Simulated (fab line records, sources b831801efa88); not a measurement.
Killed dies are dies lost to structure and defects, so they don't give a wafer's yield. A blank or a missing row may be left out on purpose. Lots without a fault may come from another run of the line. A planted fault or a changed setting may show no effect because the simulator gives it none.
A struck lot beside a sound one | flow sky130 | 14 steps out of a route of 708
Sound: wafers L811.3, L811.4, L811.6. Struck: wafers L814.2, L814.4, L814.6. The cause comes at the end.
At each step with rows: each side's tool, then ch and its chambers, then its first start. Under that, the readings that differ: sound wafers | struck wafers | difference of the means | sigmas: that difference in standard deviations of wafers without a fault.
alike: readings whose means differ by less than 2 such deviations, and words and numbers that are the same on both sides. not compared: withheld readings, readings that some wafer has no value for, bounds like >300 that may hide the same value, and numbers for which the record gives no deviation and whose values overlap.
The two part at a step that has a row with sigmas, a row that says differs or no value, or rows on one side only. Numbers that don't overlap but have no deviation are shown without sigmas and don't part them. A reading that every wafer of one side lacks parts them only if that side has two wafers or more.

first, 4 steps without rows for these wafers: SKY_RES_XHIGH_EXPOSE_04 (exposes mask URPM, target cd 1270 nm); SKY_RES_XHIGH_PEB_05; SKY_RES_XHIGH_DEVELOP_06 (develop time 60 s); SKY_RES_XHIGH_IMPLANT_07.
SKY_RES_XHIGH_STRIP_08: strips in O2/N2.
  sound on plasma_asher-01 ch 0,1, day 29 20:08; struck on plasma_asher-03 ch 0,1, day 30 14:48
  reading                      | sound             | struck            | difference | sigmas
  strip_time_to_endpoint_s (s) | 14.34 14.28 14.32 | 14.23 14.20 14.23 | -0.09      | -2
  alike: drypump_motor_current_A, oes_product_au
  not compared: rf_hours_counter_h
SKY_RES_XHIGH_TW_MEAS_09:
  sound on film_metro-03, day 29 20:13; struck on film_metro-03, day 30 14:55
  alike: RES_XHIGH_TW
then, 6 steps without rows for these wafers: SKY_SD_N_DEHYDRATE_00 (time 60 s); SKY_SD_N_HMDS_01 (prime time 60 s); SKY_SD_N_COAT_02 (resist thk 1140 nm); SKY_SD_N_SOFTBAKE_03 (time 60 s); SKY_SD_N_EXPOSE_04 (exposes mask NSDM, target cd 380 nm); SKY_SD_N_PEB_05.
SKY_SD_N_DEVELOP_06: develop time 60 s.
  sound on litho_track-02 ch 0, day 30 23:22; struck on litho_track-03, day 31 19:03
  no value came back on the struck wafers for chill_plate_temp_C (C), develop_time_s (s); on the sound wafers chill_plate_temp_C (C) reads 23.07 23.02 22.96
SKY_SD_N_CD_MEAS_07: target cd 380 nm.
  sound on cd_sem-02, day 30 23:30; struck on cd_sem-01, day 31 19:12
  reading    | sound             | struck | difference                    | sigmas
  cd_nm (nm) | 380.0 380.5 380.5 | - - -  | no value on the struck wafers |

WHERE THEY PART
First at SKY_RES_XHIGH_STRIP_08; last, within this record, at SKY_SD_N_CD_MEAS_07.

WHY: what the simulator had put in
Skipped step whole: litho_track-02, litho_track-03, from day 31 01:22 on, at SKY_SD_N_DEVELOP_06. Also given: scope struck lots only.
